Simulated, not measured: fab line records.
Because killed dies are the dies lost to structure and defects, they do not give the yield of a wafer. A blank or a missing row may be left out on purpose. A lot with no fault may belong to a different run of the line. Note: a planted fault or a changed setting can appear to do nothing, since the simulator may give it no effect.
Which tool is to blame? ; flow sky130 ; 7 lots, 21 wafers sampled, at 4 steps of a route of 708

## WHAT EACH GAUGE READ, for each wafer
SKY_SD_N_RS_MEAS_16: uses a four-point probe to measure.
lot;measured;on;SD_N_RS (ohm/sq)
L343;day 29 13:43;filmMetro-04;73.31 73.15 73.41
L345;day 29 15:06;filmMetro-02;68.50 68.46 68.50
L348;day 30 09:08;filmMetro-01;73.26 73.35 73.15
L355;day 33 08:54;filmMetro-02;68.51 68.68 68.53
L357;day 33 22:06;filmMetro-04;68.57 68.72 68.46
L360;day 34 15:29;filmMetro-02;68.45 68.54 68.54
L363;day 35 15:09;filmMetro-01;68.28 68.32 68.37

## EACH LOT AND THE TOOL THAT RAN IT (in order: tool; ch and the chambers of the sampled wafers; start)
lot;SKY_LDD_LDN_STRIP_12;SKY_SD_N_STRIP_11;SKY_SD_N_RTA_14
L343;plasmaAsher-01 ch 0,1, day 24 14:56;plasmaAsher-04 ch 0, day 29 13:19;rtpAnneal-01 ch 0, day 29 13:32
L345;plasmaAsher-03 ch 0,1, day 24 15:50;plasmaAsher-04 ch 1, day 29 14:43;rtpAnneal-02 ch 0, day 29 14:55
L348;plasmaAsher-01 ch 0,1, day 25 13:23;plasmaAsher-03 ch 0,1, day 30 08:45;rtpAnneal-01 ch 0, day 30 08:56
L355;plasmaAsher-04 ch 0,1, day 28 15:11;plasmaAsher-03 ch 0,1, day 33 08:28;rtpAnneal-01 ch 0, day 33 08:44
L357;plasmaAsher-01 ch 0,1, day 29 04:32;plasmaAsher-03 ch 0,1, day 33 21:43;rtpAnneal-01 ch 0, day 33 21:56
L360;plasmaAsher-01 ch 0,1, day 29 23:08;plasmaAsher-01 ch 0,1, day 34 15:06;rtpAnneal-01 ch 0, day 34 15:19
L363;plasmaAsher-01 ch 0,1, day 30 21:53;plasmaAsher-01 ch 0,1, day 35 14:46;rtpAnneal-02 ch 0, day 35 14:59
- SKY_LDD_LDN_STRIP_12: strips in O2/N2.
- SKY_SD_N_STRIP_11: strips in O2/N2.
- SKY_SD_N_RTA_14: time 2 s.

## THE ANSWER, worked out from the rows above alone
Rule: usual is defined by the lots themselves. Put in order of their means at a reading, lots are off if they are a third of the lots or fewer, leave a main group of 4 or more, and stand apart from it by a gap of 3 or more times the standard deviation of the main group's means; of several such gaps the widest counts. If all means in a main group match to the digits the tables above print for the reading, that group is not used. Also off: a lot with no number at a reading for which 4 or more lots have one. All remaining lots with rows at the step are treated as sound.
Off: at SKY_SD_N_RS_MEAS_16 (SD_N_RS), L343, L348. The main group has a mean of 68.50 ohm/sq with a standard deviation of 0.093.
A tool fits if, at a process step before that reading, it ran every lot that is off, and no sound lot after the first of them. Gauges at SKY_SD_N_RS_MEAS_16: tried the same way as those tools. Of those tried, none fits.

## WHAT THE SIMULATOR HAD INSERTED
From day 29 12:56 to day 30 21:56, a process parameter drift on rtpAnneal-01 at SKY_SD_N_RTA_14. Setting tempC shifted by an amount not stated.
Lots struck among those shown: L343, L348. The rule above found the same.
